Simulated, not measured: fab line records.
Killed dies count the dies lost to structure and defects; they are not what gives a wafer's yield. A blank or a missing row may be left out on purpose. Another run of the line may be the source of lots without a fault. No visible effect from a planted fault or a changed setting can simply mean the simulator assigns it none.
Struck lot and sound lot, side by side | flow sky130 | 15 out of 708 route steps
Sound: these wafers, L322.1, L322.5, L322.6. Struck: wafers L325.3, L325.4, L325.6. At the end, the cause is stated.
Each step with rows lists, per side, the tool, then ch with its chambers, then its first start. Under that, the readings that differ: sound wafers | struck wafers | difference of the means | sigmas: that difference in standard deviations of wafers without a fault.
alike: same words and numbers on both sides, and readings whose means sit less than 2 such deviations apart. not compared: any withheld reading, any reading some wafer has no value for, any bound like >300 that may hide the same value, and any number with overlapping values for which the record gives no deviation.
A row with sigmas, a row that says differs or no value, or rows on one side alone: a step with any of these is where the two part. When numbers do not overlap yet have no deviation, they are printed without sigmas and do not part them. A reading that every wafer of one side lacks parts them only if that side has two wafers or more.

first, 6 steps without rows for these wafers: SKY_GATE_OXIDE_HMDS_04 (prime time 60 s); SKY_GATE_OXIDE_COAT_05 (resist thk 1140 nm); SKY_GATE_OXIDE_SOFTBAKE_06 (time 60 s); SKY_GATE_OXIDE_EXPOSE_07 (exposes mask LVOM, target cd 600 nm); SKY_GATE_OXIDE_PEB_08; SKY_GATE_OXIDE_DEVELOP_09 (develop time 60 s).
SKY_GATE_OXIDE_OVL_MEAS_10:
  sound on overlay-02, day 19 03:40; struck on overlay-02, day 20 00:08
  reading             | sound         | struck      | difference | sigmas
  GATE_OXIDE_OVL (nm) | 0.1 -1.5 -0.9 | 3.4 1.7 2.5 | +3.3       | +3
then, 2 steps without rows for these wafers: SKY_GATE_OXIDE_IMPLANT_11; SKY_GATE_OXIDE_WET_ETCH_12 (etches SiO2 in dHF, target depth 16.8 nm, time 336 s).
SKY_GATE_OXIDE_STRIP_13: strips in O2/N2.
  sound on plasma-asher-02 ch 0,1, day 19 03:58; struck on plasma-asher-04 ch 0,1, day 20 00:27
  alike: drypump-motor-current-A, oes-product-au, strip-time-to-endpoint-s
  not compared: rf-hours-counter-h
SKY_GATE_OXIDE_TW_MEAS_14:
  sound on film-metro-01, day 19 04:04; struck on film-metro-04, day 20 00:32
  alike: GATE_OXIDE_TW
then, 1 step without rows for these wafers: SKY_GATE_OXIDE_CLEAN_15 (cleans in SC1/SC2, time 150 s).
SKY_GATE_OXIDE_OXIDATION_16: stabilise 600 s, purge 300 s, target thk 3.57 nm.
  sound on furnace-02 ch 0, day 19 04:11; struck on furnace-02 ch 0, day 20 01:07
  reading                | sound                | struck               | difference | sigmas
  spike-tc-centre-C (C)  | 798.2 801.5 799.3    | 794.6 793.2 793.0    | -6.1       | -5
  spike-tc-lower-C (C)   | 800.8 800.9 801.6    | 795.1 793.6 795.3    | -6.4       | -7
  spike-tc-upper-C (C)   | 801.7 801.4 800.6    | 794.6 793.6 794.8    | -6.9       | -6
  tube-center-temp-C (C) | 799.96 800.11 799.92 | 794.26 794.37 794.23 | -5.71      | -84
  tube_center_temp_C_max | 802.0 802.0 802.2    | 796.1 796.2 796.3    | -5.9       | -17
  alike: spike-tc-top-C, zone-power-centre-pct
then, 1 step without rows for these wafers: SKY_POLY_GATE_CVD_00 (deposits poly-Si, target thk 180 nm, time 720 s).
-- the record jumps here: 30 days lie between the struck wafers' starts before and after (it left off in module POLY_GATE and takes up again in module PAD_OPEN, whose first step shown is number 708 of the route) --
SKY_PAD_OPEN_PROBE_99:
  sound on prober-01, day 49 08:30; struck on prober-02, day 50 01:29
  reading                                     | sound                | struck               | difference | sigmas
  model.etest.nfet_01v8_turned.drive-ua-um    | 501.9 504.2 487.9    | 517.6 514.1 514.3    | +17.3      |
  model.etest.nfet_01v8_swapped.drive-ua-um   | 503.9 500.6 486      | 520.6 509.2 509.2    | +16.2      |
  model.etest.nfet_01v8.drive-ua-um           | 502.5 500.7 487.5    | 515.8 514.1 509.8    | +16.3      |
  model.etest.cap-thin-oxide.gate-log10-a-cm2 | -7.502 -7.596 -7.437 | -6.583 -6.613 -6.439 | +0.967     |
  model.etest.cap-thin-oxide.tox-acc-nm (nm)  | 4.422 4.418 4.411    | 4.188 4.195 4.16     | -0.236     |
  model.etest.pfet_01v8.tox-inv-nm (nm)       | 4.485 4.472 4.51     | 4.226 4.221 4.206    | -0.271     |
  model.etest.nfet_01v8.tox-inv-nm (nm)       | 4.451 4.451 4.399    | 4.204 4.211 4.187    | -0.233     |
  model.etest.nfet_01v8.vt-v (V)              | 0.7126 0.7101 0.7096 | 0.6909 0.6996 0.6926 | -0.0164    |
  alike: killed_at_M0_to_M3, killed_at_M4_up, killed-at-contacts, killed-at-front-end, killed-at-other, killed-dies, killed-open, killed-short

== WHERE THEY PART ==
First at SKY_GATE_OXIDE_OVL_MEAS_10; last, within this record, at SKY_GATE_OXIDE_OXIDATION_16. Later steps at which nothing parts them and some readings are alike: SKY_PAD_OPEN_PROBE_99.

WHY: what had been put in by the simulator
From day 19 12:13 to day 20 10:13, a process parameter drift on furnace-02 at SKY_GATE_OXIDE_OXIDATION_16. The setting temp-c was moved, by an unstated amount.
